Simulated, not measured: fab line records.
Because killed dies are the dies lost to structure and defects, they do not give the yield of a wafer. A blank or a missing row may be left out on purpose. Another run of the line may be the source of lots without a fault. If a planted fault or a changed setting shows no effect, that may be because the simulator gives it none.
Struck lot and sound lot, side by side | flow gf180mcu | 14 steps out of a route of 602
Sound: these wafers, L639.4, L639.5, L639.6. Wafers L636.1, L636.5, L636.6 were the ones struck. The cause comes at the end.
Per side, at each step with rows, come the tool, then ch with its chambers, and then its first start. Under that, the readings that differ: sound wafers | struck wafers | difference of the means | sigmas: that difference in standard deviations of wafers without a fault.
alike: words and numbers the same on both sides, and readings whose means are apart by under 2 such deviations; not compared: readings that were withheld, readings missing a value for some wafer, numbers with overlapping values and no deviation given by the record, and bounds like >300 which may hide the same value.
A row with sigmas, a row that says differs or no value, or rows on one side alone: a step with any of these is where the two part. Numbers that have no deviation but don't overlap get no sigmas and don't part them. A reading that every wafer of one side lacks parts them only if that side has two wafers or more.

first, 3 steps without rows for these wafers: GF_STI_EXPOSE_09 (exposes mask COMP, target cd 220 nm); GF_STI_PEB_10 (peb time 90 s); GF_STI_DEVELOP_11 (develop time 60 s).
GF_STI_CD_MEAS_12: the cd target is 220 nm.
  struck on cd_sem-01, day 5 22:01; sound on cd_sem-01, day 6 13:25
  alike: cd_nm
GF_STI_ETCH_13: etches the open film in CHF3/O2, stops on Si, target depth 282.31 nm, time 112.9 s.
  sound on rie_diel-01 ch 0,2,3, day 6 13:31; struck on rie_diel-04 ch 1,2, day 5 22:08
  alike: bias_w, drypump_motor_current_A, oes_product_au, throttle_valve_pct
  not compared: rf_hours_counter_h
GF_STI_ETCH_14: etches Si in HBr/Cl2/O2, target depth 360 nm, time 102.9 s.
  sound on rie_si-01 ch 0,1,2, day 6 13:34; struck on rie_si-02 ch 0,1,3, day 5 22:13
  alike: bias_w, drypump_motor_current_A, oes_product_au, throttle_valve_pct
  not compared: rf_hours_counter_h
GF_STI_STRIP_15: strips in O2/N2.
  sound on plasma_asher-04 ch 0,1, day 6 13:40; struck on plasma_asher-03 ch 0,1, day 5 22:17
  alike: drypump_motor_current_A, heater_power_w, oes_product_au, strip_time_to_endpoint_s
  not compared: rf_hours_counter_h
then, 5 steps without rows for these wafers: GF_STI_CLEAN_16 (cleans in dHF, time 25 s); GF_STI_WET_ETCH_17 (etches Si3N4 in H3PO4, target depth 45 nm, time 514 s); GF_STI_CLEAN_18 (cleans in SC1/SC2, time 150 s); GF_STI_CLEAN_19 (cleans in dHF, time 20 s); GF_STI_WET_ETCH_20 (etches SiO2 in dHF, target depth 20 nm, time 400 s).
GF_STI_OXIDATION_21: stabilise 600 s, purge 300 s, target thk 15 nm.
  struck on furnace-01, day 5 22:45; sound on furnace-01 ch 0, day 6 14:05
  no value came back on the struck wafers for ox_temp_c (C), ox_temp_c_max, tube_center_temp_C_max, zone_power_top_pct (%); on the sound wafers ox_temp_c (C) reads 1000.4 1000.1 1000.5
then, 1 step without rows for these wafers: GF_STI_CVD_23 (deposits SiO2, target thk 650 nm, time 108.3 s).

## WHERE THEY PART
GF_STI_OXIDATION_21 only, going by this record.

WHY: what had been put in by the simulator
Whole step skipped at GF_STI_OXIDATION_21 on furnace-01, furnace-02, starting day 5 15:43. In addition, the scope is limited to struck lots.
